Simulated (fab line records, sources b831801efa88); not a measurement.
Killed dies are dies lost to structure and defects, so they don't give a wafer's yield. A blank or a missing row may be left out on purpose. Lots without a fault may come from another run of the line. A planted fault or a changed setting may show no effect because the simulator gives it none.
Which tool did it? | flow sky130 | 7 lots, 21 wafers sampled, at 2 steps of a route of 708

WHAT THE GAUGES READ, wafer by wafer
SKY_VT_ADJUST_HVTP_OVL_MEAS_08.
lot  | measured     | on         | VT_ADJUST_HVTP_OVL (nm)
L849 | day 7 13:58  | overlay-01 | 2.3 0.8 0.0
L851 | day 7 18:02  | overlay-02 | 1.0 0.3 0.3
L853 | day 8 08:44  | overlay-02 | 1.0 -0.2 0.9
L856 | day 8 23:34  | overlay-01 | 2.7 2.5 1.7
L860 | day 10 03:38 | overlay-01 | 0.5 -0.3 1.9
L862 | day 10 13:05 | overlay-02 | 1.2 2.2 1.7
L864 | day 11 00:08 | overlay-02 | 0.9 1.0 2.0

WHICH TOOL RAN EACH LOT (tool, then ch and the chambers of the sampled wafers, then the start)
lot  | SKY_NWELL_CLEAN_00
L849 | wet_bench-04 ch 3, day 3 14:02
L851 | wet_bench-01 ch 3, day 3 17:53
L853 | wet_bench-02 ch 1, day 4 05:24
L856 | wet_bench-02 ch 3, day 4 18:24
L860 | wet_bench-02 ch 3, day 5 18:29
L862 | wet_bench-01 ch 0, day 6 02:51
L864 | wet_bench-02 ch 3, day 6 14:08
- SKY_NWELL_CLEAN_00: cleans in SC1/SC2, time 150 s.

THE ANSWER, worked out from the rows above alone
Rule: what is usual is taken from the lots themselves. Put in order of their means at a reading, lots are off if they are a third of the lots or fewer, leave a main group of 4 or more, and stand apart from it by a gap of 3 or more times the standard deviation of the main group's means; of several such gaps the widest counts. A main group whose means are all the same, to the digits that the tables above print for the reading, isn't used. A lot without any number at a reading at which 4 lots or more have one is off too. The other lots that the step has rows for count as sound.
No lot is off at any reading shown: from this, nothing can be told.

WHAT THE SIMULATOR HAD PUT IN
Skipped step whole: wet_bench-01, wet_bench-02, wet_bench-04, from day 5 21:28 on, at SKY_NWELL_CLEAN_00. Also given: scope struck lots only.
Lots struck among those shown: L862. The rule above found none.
